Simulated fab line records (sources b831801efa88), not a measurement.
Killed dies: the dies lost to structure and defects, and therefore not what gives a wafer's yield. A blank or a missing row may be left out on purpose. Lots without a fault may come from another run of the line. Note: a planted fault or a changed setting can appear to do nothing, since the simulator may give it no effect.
What tool caused it?    flow gf180mcu    6 lots, 17 wafers sampled, at 1 step of a route of 602

## WHAT THE GAUGES READ, wafer by wafer
GF_HV_LDD_OVL_MEAS_08.
lot   measured      on          HV_LDD_OVL (nm)
L114  day 10 07:32  overlay-02  -3.0 -2.1 -0.6
L120  day 11 23:26  overlay-02  0.7 -2.0
L128  day 14 11:41  overlay-01  -1.6 -2.7 -1.9
L131  day 15 22:25  overlay-01  -2.1 -2.2 -1.2
L133  day 16 06:07  overlay-02  -0.8 -0.4 -0.3
L135  day 17 00:11  overlay-02  0.3 -1.9 -0.4

## WHAT TOOL EACH LOT RAN ON (gives the tool, then ch and the chambers of the sampled wafers, and finally the start)
Record: no process step prior to these readings.

## THE ANSWER, worked out from the rows above alone
Rule: what is usual is taken from the lots themselves. Put in order of their means at a reading, lots are off if they are a third of the lots or fewer, leave a main group of 4 or more, and stand apart from it by a gap of 3 or more times the standard deviation of the main group's means; of several such gaps the widest counts. If all means in a main group match to the digits the tables above print for the reading, that group is not used. Also off: a lot with no number at a reading for which 4 or more lots have one. All remaining lots with rows at the step are treated as sound.
No lot is off on any of the readings shown, so nothing can be concluded from this.

## WHAT THE SIMULATOR PUT IN
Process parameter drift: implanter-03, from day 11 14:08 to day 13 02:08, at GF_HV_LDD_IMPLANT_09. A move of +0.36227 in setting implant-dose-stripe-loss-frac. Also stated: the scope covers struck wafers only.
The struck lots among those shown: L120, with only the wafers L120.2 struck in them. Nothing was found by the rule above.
